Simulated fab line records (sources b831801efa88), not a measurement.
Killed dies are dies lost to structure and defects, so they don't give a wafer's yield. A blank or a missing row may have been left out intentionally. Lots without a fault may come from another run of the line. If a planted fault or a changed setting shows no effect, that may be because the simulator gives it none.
Matching of chambers + flow gf180mcu + cmp-01 running GF_V2_CMP_04: 4 sister chambers
The step polishes SiO2. 8 wafers are shown with their chamber, then 7 later ones without.

WAFERS WITH THEIR CHAMBER
| wafer  | chamber | motor-current-A (A) | slurry-flow-ml-min |
|--------|---------|---------------------|--------------------|
| L241.2 | 0       | 12.0                | 150.0              |
| L243.3 | 1       | 10.7                | 149.6              |
| L243.5 | 1       | 11.7                | 150.1              |
| L246.1 | 2       | 11.5                | 149.8              |
| L246.5 | 3       | 11.1                | 149.9              |
| L246.6 | 2       | 11.7                | 149.9              |
| L247.4 | 0       | 12.5                | 149.9              |
| L247.5 | 3       | 11.2                | 150.7              |

WAFERS WITH NO CHAMBER GIVEN
| wafer  | motor-current-A (A) | slurry-flow-ml-min |
|--------|---------------------|--------------------|
| L247.6 | 12.9                | 149.8              |
| L251.4 | 13.7                | 150.3              |
| L251.5 | 10.1                | 148.7              |
| L251.6 | 11.2                | 150.1              |
| L252.1 | 11.1                | 150.3              |
| L252.3 | 11.1                | 150.0              |
| L252.4 | 13.1                | 150.1              |

WHICH CHAMBER EACH ONE RAN IN
| wafer  | from the rows above          | in truth |
|--------|------------------------------|----------|
| L247.6 | can't be placed: 0 or 2      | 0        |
| L251.4 | can't be placed: 0 or 2      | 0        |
| L251.5 | can't be placed: 1 or 2 or 3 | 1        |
| L251.6 | can't be placed: 3 or 1 or 2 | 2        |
| L252.1 | can't be placed: 3 or 1 or 2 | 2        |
| L252.3 | can't be placed: 1 or 3 or 2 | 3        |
| L252.4 | can't be placed: 0 or 2      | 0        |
Correctly placed: 0 of 7. Unplaceable from these rows: 7, with the true chamber sitting among the candidates in 7. Wrongly placed: 0.
How it was worked out, from the rows above alone: a wafer's distance from a chamber is the root of the sum, over the readings, of the square of ((its reading less the chamber's mean) divided by the reading's scatter). If the next closest chamber is less than 2 further off than the closest, the wafer can't be placed; otherwise it belongs to the closest. A chamber's mean is the mean of its shown wafers. The scatter: the root of (the sum of the squares of (reading less its chamber's mean) over the shown wafers, divided by (wafers less chambers)).
